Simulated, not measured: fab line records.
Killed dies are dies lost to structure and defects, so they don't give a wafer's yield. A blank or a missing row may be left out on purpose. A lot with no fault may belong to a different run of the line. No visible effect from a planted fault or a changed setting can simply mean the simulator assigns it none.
The same fault as seen by 2 desks | flow sky130 | numbers are kept per desk, each desk with only its own; the story behind them comes last

THE METROLOGY DESK
Lot by lot, what the gauges showed, no matter which tool ran the lot: averages of those sampled wafers that carry a number. If a lot's mean is further than 4 standard deviations from the usual mean, the lot is out of limits and carries the mark OUT (the distance appears in the brackets).
Columns: A = VT_ADJUST_HVTR_TW at SKY_VT_ADJUST_HVTR_TW_MEAS_11, usual 209; B = SONOS_ONO_CVD_02_THK at SKY_SONOS_ONO_THK_MEAS_03, usual 10.44 nm; C = cdNm at SKY_SONOS_ONO_CD_MEAS_13, usual 410.2 nm
lot  | first seen here | A              | B     | C
L752 | day 9 14:07     | 209            | 10.58 | 409.9
L754 | day 10 05:33    | 206            | 10.51 | 413.5
L755 | day 10 15:54    | 209            | 10.63 | 409.4
L756 | day 11 00:07    | 208            | 10.57 | 410.8
L758 | day 11 07:34    | 215            | 10.49 | 412.5
L759 | day 11 15:32    | 207            | 10.31 | 408.5
L761 | day 12 11:05    | 208            | 10.21 | 411.3
L766 | day 13 19:29    | 191 (-5.6) OUT | 10.59 | 412.0
L769 | day 14 16:02    | 193 (-5.0) OUT | 10.24 | 407.5
L772 | day 15 16:32    | 207            | 10.36 | 409.3
L774 | day 16 04:37    | 206            | 10.27 | 409.4
L775 | day 16 10:56    | 206            | 10.34 | 410.9
This desk's result: L766, L769 out of limits, first on L766 (VT_ADJUST_HVTR_TW at SKY_VT_ADJUST_HVTR_TW_MEAS_11), day 13 19:29. In limits: L752, L754, L755, L756, L758, L759, L761, L772, L774, L775.

TOOL OWNER'S DESK, implanter-04
The tool's own readings at SKY_VT_ADJUST_HVTR_IMPLANT_09, given as means over the sampled wafers that have a number, one for each lot that went through this tool. If a lot's mean is further than 4 standard deviations from the usual mean, the lot is out of limits and carries the mark OUT (the distance appears in the brackets).
Columns: A = doseIonsCm2 at SKY_VT_ADJUST_HVTR_IMPLANT_09, usual 2.1002e+12; B = faradayCurrentUA at SKY_VT_ADJUST_HVTR_IMPLANT_09, usual 11.85
lot  | first seen here | A                            | B
L755 | day 10 15:40    | 2.1015e+12                   | 11.90
L761 | day 12 10:50    | 2.0977e+12                   | 12.00
L766 | day 13 19:16    | 1.4447e+12 (-99 or more) OUT | 8.07 (-16) OUT
L769 | day 14 15:49    | 1.4436e+12 (-99 or more) OUT | 8.18 (-15) OUT
This desk's finding: out of limits on L766, L769; first on L766, day 13 19:16 (doseIonsCm2 at SKY_VT_ADJUST_HVTR_IMPLANT_09). In limits: L755, L761.

TAKEN TOGETHER
An alarm could have come from the tool owner's desk at day 13 19:16, on L766, L769.
L766, L769 would have let the metrology desk raise an alarm at day 13 19:29.
The lots listed all ran SKY_VT_ADJUST_HVTR_IMPLANT_09 on implanter-04.

WHAT THE SIMULATOR HAD INSERTED
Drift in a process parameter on implanter-04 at SKY_VT_ADJUST_HVTR_IMPLANT_09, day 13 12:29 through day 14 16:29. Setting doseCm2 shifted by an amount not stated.
Struck lots among those shown: L766, L769.
Time in hours from fault onset to the first out-of-limits reading at each desk: tool owner's desk 7, metrology desk 7.
